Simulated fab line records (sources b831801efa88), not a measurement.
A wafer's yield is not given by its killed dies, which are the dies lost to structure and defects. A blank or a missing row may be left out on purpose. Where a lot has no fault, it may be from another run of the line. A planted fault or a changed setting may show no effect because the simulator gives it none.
Which of the tools did it? -- flow sky130 -- 42 wafers from 14 lots sampled at 2 of the route's 708 steps

== WHAT THE GAUGES SHOWED, per wafer ==
SKY_VT_ADJUST_LVTN_OVL_MEAS_18.
lot,measured,on,VT_ADJUST_LVTN_01_OVL (nm)
L462,day 7 20:23,overlay-01,-1.4 0.7 1.1
L463,day 8 02:05,overlay-02,0.6 1.3 0.1
L465,day 8 16:15,overlay-02,1.6 -0.6 -0.4
L466,day 9 00:02,overlay-02,1.7 -0.2 3.0
L470,day 10 19:48,overlay-02,-0.1 0.5 0.5
L476,day 12 01:26,overlay-02,-1.1 -1.4 1.0
L477,day 12 01:44,overlay-01,-2.5 -3.5 -1.7
L478,day 12 10:50,overlay-01,-0.7 0.6 -0.5
L479,day 12 15:04,overlay-01,-2.1 -2.8 -5.1
L480,day 12 21:55,overlay-01,-0.6 0.9 0.1
L481,day 13 02:33,overlay-01,-1.2 1.0 -3.2
L482,day 13 16:02,overlay-02,1.6 0.7 -0.2
L483,day 14 00:40,overlay-01,0.0 0.2 -0.6
L485,day 14 11:50,overlay-02,-0.9 -1.7 1.0

SKY_SONOS_ONO_CD_MEAS_13: the cd target is 410 nm.
lot,measured,on,cdNm (nm)
L462,day 12 20:30,cdSem-02,408 409 409
L463,day 13 04:51,cdSem-01,407 406 407
L465,day 13 22:12,cdSem-02,411 411 412
L466,day 14 07:59,cdSem-01,413 412 411
L470,day 16 14:24,cdSem-01,408 408 410
L476,day 18 00:01,cdSem-01,408 409 408
L477,day 18 03:34,cdSem-01,410 409 409
L478,day 18 13:01,cdSem-02,409 411 410
L479,day 18 20:01,cdSem-02,408 408 406
L480,day 19 03:55,cdSem-02,405 406 405
L481,day 19 08:17,cdSem-02,408 410 410
L482,day 20 00:12,cdSem-02,407 406 405
L483,day 20 08:32,cdSem-01,413 413 415
L485,day 20 21:24,cdSem-02,405 411 409

== TOOL THAT RAN EACH LOT (tool first, then ch and the chambers of the sampled wafers, then the start) ==
There is no process step in the record ahead of these readings.

== WHAT THE TOOLS THEMSELVES READ (means of the sampled wafers that have a number; where no wafer has one, the mark that the record gives instead) ==
The record holds no such reading with a usual standard deviation.

== THE ANSWER, worked out from the rows above alone ==
Rule: the usual values come from the lots themselves. Put in order of their means at a reading, lots are off if they are a third of the lots or fewer, leave a main group of 4 or more, and stand apart from it by a gap of 3 or more times the standard deviation of the main group's means; of several such gaps the widest counts. The tables above print the reading to a certain number of digits; a main group whose means all agree to those digits is not used. A lot without any number at a reading at which 4 lots or more have one is off too. All remaining lots with rows at the step are treated as sound. Order of review: gauges by route order, followed by the tools' own readings, for which a lot's mean as printed above is used. At the first step where some lot is off, the reading lying furthest off is the one used; lots without a number count as furthest.
Nothing can be told from this: no lot is off at any reading shown.

== WHAT THE SIMULATOR HAD PUT IN ==
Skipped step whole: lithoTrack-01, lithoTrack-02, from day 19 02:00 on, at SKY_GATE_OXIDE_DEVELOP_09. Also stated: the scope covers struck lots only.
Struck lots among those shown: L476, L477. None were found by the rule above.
